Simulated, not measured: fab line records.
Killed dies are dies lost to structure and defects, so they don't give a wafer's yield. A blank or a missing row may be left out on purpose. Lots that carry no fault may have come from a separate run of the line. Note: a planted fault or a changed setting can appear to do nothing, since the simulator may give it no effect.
Which tool did it? -- flow gf180mcu -- 18 wafers from 6 lots sampled at 2 of the route's 602 steps

== WHAT EACH GAUGE READ, for each wafer ==
GF_PASSIVATION_THK_MEAS_01.
lot,measured,on,PASSIVATION_CVD_00_THK (nm)
L152,day 28 11:04,film_metro-02,1002 1011 1010
L154,day 29 04:43,film_metro-02,992 987 1014
L156,day 29 11:07,film_metro-01,997 599 609
L164,day 32 02:09,film_metro-04,992 979 1006
L170,day 33 13:30,film_metro-01,988 994 988
L174,day 34 10:56,film_metro-04,991 997 1002

== WHAT TOOL EACH LOT RAN ON (gives the tool, then ch and the chambers of the sampled wafers, and finally the start) ==
lot,GF_PASSIVATION_CVD_00
L152,"pecvd-04 ch 0,1,2, day 28 10:59"
L154,"pecvd-02 ch 0,2, day 29 04:35"
L156,"pecvd-04 ch 1,2, day 29 11:02"
L164,"pecvd-03 ch 0,1, day 32 02:04"
L170,"pecvd-02 ch 0,1,2, day 33 13:26"
L174,"pecvd-04 ch 0,2, day 34 10:52"
- GF_PASSIVATION_CVD_00: deposits SiO2 from TEOS, target thk 1000 nm, time 111.95 s.

== THE ANSWER, worked out from the rows above alone ==
Rule: the lots themselves supply what counts as usual. Put in order of their means at a reading, lots are off if they are a third of the lots or fewer, leave a main group of 4 or more, and stand apart from it by a gap of 3 or more times the standard deviation of the main group's means; of several such gaps the widest counts. A main group whose means are all the same, to the digits that the tables above print for the reading, isn't used. Also off: a lot with no number at a reading for which 4 or more lots have one. Any other lot the step has rows for is counted as sound.
Off: L156, at GF_PASSIVATION_THK_MEAS_01 (PASSIVATION_CVD_00_THK). Main group: mean 997 nm, sd 6.1.
If a tool, at a process step before that reading, ran all the lots that are off and no sound lot after the first of them, it fits. The gauges at GF_PASSIVATION_THK_MEAS_01 are tried like those tools. Not one of the candidates tried fits.

== WHAT HAD BEEN PUT IN BY THE SIMULATOR ==
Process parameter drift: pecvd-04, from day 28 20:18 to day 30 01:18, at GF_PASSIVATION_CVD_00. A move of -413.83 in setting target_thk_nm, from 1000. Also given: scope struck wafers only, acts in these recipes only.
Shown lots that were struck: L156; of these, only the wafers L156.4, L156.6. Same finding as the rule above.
